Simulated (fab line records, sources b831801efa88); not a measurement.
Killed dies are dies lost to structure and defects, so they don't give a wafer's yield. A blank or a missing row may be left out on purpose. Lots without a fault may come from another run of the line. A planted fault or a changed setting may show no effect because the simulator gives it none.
Which tool did it? | flow gf180mcu | 14 lots, 41 wafers sampled, at 4 steps of a route of 602

WHAT THE GAUGES READ, wafer by wafer
The record holds no reading of a measuring or inspecting step that can be judged against a usual standard deviation.

WHICH TOOL RAN EACH LOT (tool, then ch and the chambers of the sampled wafers, then the start)
lot  | GF_V3_CMP_26                  | GF_V4_CMP_26                  | GF_MIM_SPUTTER_00            | GF_MIM_SPUTTER_04
L494 | cmp-02 ch 1,2,3, day 23 02:11 | cmp-02 ch 1,2, day 25 02:00   | pvd_sputter-02, day 25 02:18 | pvd_sputter-02, day 25 02:30
L495 | cmp-01 ch 1,2,3, day 23 07:21 | cmp-02 ch 0,2,3, day 25 06:54 | pvd_sputter-03, day 25 07:12 | pvd_sputter-03, day 25 07:23
L496 | cmp-02 ch 0,1, day 24 03:53   | cmp-01 ch 0,1,3, day 26 02:15 | pvd_sputter-02, day 26 02:27 | pvd_sputter-02, day 26 02:38
L497 | cmp-02 ch 1,3, day 24 07:06   | cmp-01 ch 0,1,2, day 26 05:29 | pvd_sputter-03, day 26 05:44 | pvd_sputter-03, day 26 05:55
L502 | cmp-01 ch 0, day 25 21:29     | cmp-01 ch 2, day 27 18:02     | pvd_sputter-03, day 27 18:17 | pvd_sputter-03, day 27 18:28
L504 | cmp-01 ch 0,2, day 26 14:29   | cmp-01 ch 0,1,2, day 28 10:42 | pvd_sputter-02, day 28 11:00 | pvd_sputter-02, day 28 11:11
L509 | cmp-01 ch 0,1, day 28 04:00   | cmp-02 ch 0,1,3, day 29 21:24 | pvd_sputter-03, day 29 21:36 | pvd_sputter-03, day 29 21:47
L510 | cmp-02 ch 0,1,3, day 28 08:21 | cmp-02 ch 0,2, day 30 02:23   | pvd_sputter-03, day 30 02:41 | pvd_sputter-03, day 30 02:52
L511 | cmp-01 ch 1,2, day 28 14:08   | cmp-02 ch 1,2,3, day 30 07:57 | pvd_sputter-04, day 30 08:15 | pvd_sputter-04, day 30 08:26
L512 | cmp-02 ch 1,2, day 28 20:21   | cmp-01 ch 0,2,3, day 30 12:41 | pvd_sputter-04, day 30 12:56 | pvd_sputter-04, day 30 13:07
L513 | cmp-01 ch 2,3, day 29 00:37   | cmp-01 ch 0,1,2, day 30 18:09 | pvd_sputter-02, day 30 18:24 | pvd_sputter-02, day 30 18:35
L514 | cmp-02 ch 0,2,3, day 29 06:50 | cmp-01 ch 0,1,3, day 30 23:51 | pvd_sputter-04, day 31 00:06 | pvd_sputter-04, day 31 00:17
L516 | cmp-02 ch 0,1, day 29 23:06   | cmp-01 ch 0,2,3, day 31 15:56 | pvd_sputter-02, day 31 16:05 | pvd_sputter-02, day 31 16:16
L517 | cmp-02 ch 0,1,3, day 30 03:23 | cmp-02 ch 2,3, day 31 18:41   | pvd_sputter-02, day 31 18:59 | pvd_sputter-02, day 31 19:10
- GF_V3_CMP_26: polishes, stops on SiO2, t overpolish 15 s, target thk 0 nm.
- GF_V4_CMP_26: polishes, stops on SiO2, t overpolish 15 s, target thk 0 nm.
- GF_MIM_SPUTTER_00: material Ti, target thk 37.5 nm, time 150 s.
- GF_MIM_SPUTTER_04: material TiN, target thk 50 nm, time 41.7 s.

WHAT THE TOOLS THEMSELVES READ (means of the sampled wafers that have a number; where no wafer has one, the mark that the record gives instead)
GF_V3_CMP_26. Usual: motor_current_A 11.6 A, standard deviation 1.3; overpolish_run_s 15.001 s, standard deviation 0.0092; time_to_endpoint_s 86 s, standard deviation 3.5.
lot  | tool   | motor_current_A (A) | overpolish_run_s (s) | time_to_endpoint_s (s) | flag
L494 | cmp-02 | 12.3                | 14.998               | 89                     |
L495 | cmp-01 | 10.6                | 15.007               | 85                     |
L496 | cmp-02 | 12.2                | 15.007               | 91                     |
L497 | cmp-02 | 12.7                | 15.001               | 93                     |
L502 | cmp-01 | 11.5                | 15.001               | 81                     |
L504 | cmp-01 | 10.6                | 15.009               | 87                     |
L509 | cmp-01 | 10.8                | 15.000               | 84                     |
L510 | cmp-02 | 12.2                | 15.007               | 85                     |
L511 | cmp-01 | 10.0                | 15.006               | 86                     |
L512 | cmp-02 | 11.8                | 15.013               | 87                     |
L513 | cmp-01 | 10.7                | 14.998               | 87                     |
L514 | cmp-02 | 12.5                | 14.993               | 86                     |
L516 | cmp-02 | 11.0                | 14.999               | 84                     |
L517 | cmp-02 | 12.3                | 14.996               | 90                     |

GF_V4_CMP_26. Usual: motor_current_A 11.5 A, standard deviation 1.3; overpolish_run_s 14.998 s, standard deviation 0.009; time_to_endpoint_s 85 s, standard deviation 3.3.
lot  | tool   | motor_current_A (A) | overpolish_run_s (s) | time_to_endpoint_s (s) | flag
L494 | cmp-02 | 11.7                | 15.008               | 85                     |
L495 | cmp-02 | 12.9                | 14.999               | 83                     |
L496 | cmp-01 | 10.9                | 14.998               | 81                     |
L497 | cmp-01 | 10.4                | 15.004               | 83                     |
L502 | cmp-01 | 10.8                | 7.516                | 108                    | OFF
L504 | cmp-01 | 10.7                | 10.015               | 97                     | OFF
L509 | cmp-02 | 12.3                | 15.001               | 87                     |
L510 | cmp-02 | 12.5                | 14.993               | 86                     |
L511 | cmp-02 | 12.1                | 14.993               | 87                     |
L512 | cmp-01 | 11.0                | 14.990               | 78                     |
L513 | cmp-01 | 10.9                | 14.992               | 83                     |
L514 | cmp-01 | 10.8                | 15.005               | 83                     |
L516 | cmp-01 | 11.0                | 14.996               | 90                     |
L517 | cmp-02 | 13.4                | 14.987               | 89                     |

GF_MIM_SPUTTER_00. Usual: throttle_valve_pct 30.5 %, standard deviation 1.1.
lot  | tool           | throttle_valve_pct (%) | flag
L494 | pvd_sputter-02 | 29.8                   |
L495 | pvd_sputter-03 | 31.2                   |
L496 | pvd_sputter-02 | 30.3                   |
L497 | pvd_sputter-03 | 30.9                   |
L502 | pvd_sputter-03 | 32.4                   |
L504 | pvd_sputter-02 | 30.5                   |
L509 | pvd_sputter-03 | 30.7                   |
L510 | pvd_sputter-03 | 31.0                   |
L511 | pvd_sputter-04 | 31.0                   |
L512 | pvd_sputter-04 | 30.9                   |
L513 | pvd_sputter-02 | 30.2                   |
L514 | pvd_sputter-04 | 30.6                   |
L516 | pvd_sputter-02 | 29.9                   |
L517 | pvd_sputter-02 | 30.3                   |

GF_MIM_SPUTTER_04. Usual: throttle_valve_pct 30.5 %, standard deviation 1.1.
lot  | tool           | throttle_valve_pct (%) | flag
L494 | pvd_sputter-02 | 29.8                   |
L495 | pvd_sputter-03 | 31.2                   |
L496 | pvd_sputter-02 | 30.4                   |
L497 | pvd_sputter-03 | 31.0                   |
L502 | pvd_sputter-03 | 32.3                   |
L504 | pvd_sputter-02 | 30.5                   |
L509 | pvd_sputter-03 | 30.7                   |
L510 | pvd_sputter-03 | 31.1                   |
L511 | pvd_sputter-04 | 30.8                   |
L512 | pvd_sputter-04 | 31.2                   |
L513 | pvd_sputter-02 | 30.3                   |
L514 | pvd_sputter-04 | 30.6                   |
L516 | pvd_sputter-02 | 30.0                   |
L517 | pvd_sputter-02 | 30.1                   |

THE ANSWER, worked out from the rows above alone
Rule: a lot is off if the mean of its wafers that have a number lies more than 3 standard deviations from the usual mean. A lot without any number at a reading at which 4 lots or more have one is off too. The other lots that the step has rows for count as sound. The gauges are gone through in route order, then the tools' own readings, and for those a lot's mean is taken as printed above. The first step at which some lot is off is used, and at that step the reading that is off furthest; a lot without a number counts as furthest.
Off: L502, L504, at GF_V4_CMP_26 (overpolish_run_s).
A tool fits if, at that step or a process step before it, it ran every lot that is off, and no sound lot after the first of them. None of those tried fits.

WHAT THE SIMULATOR HAD PUT IN
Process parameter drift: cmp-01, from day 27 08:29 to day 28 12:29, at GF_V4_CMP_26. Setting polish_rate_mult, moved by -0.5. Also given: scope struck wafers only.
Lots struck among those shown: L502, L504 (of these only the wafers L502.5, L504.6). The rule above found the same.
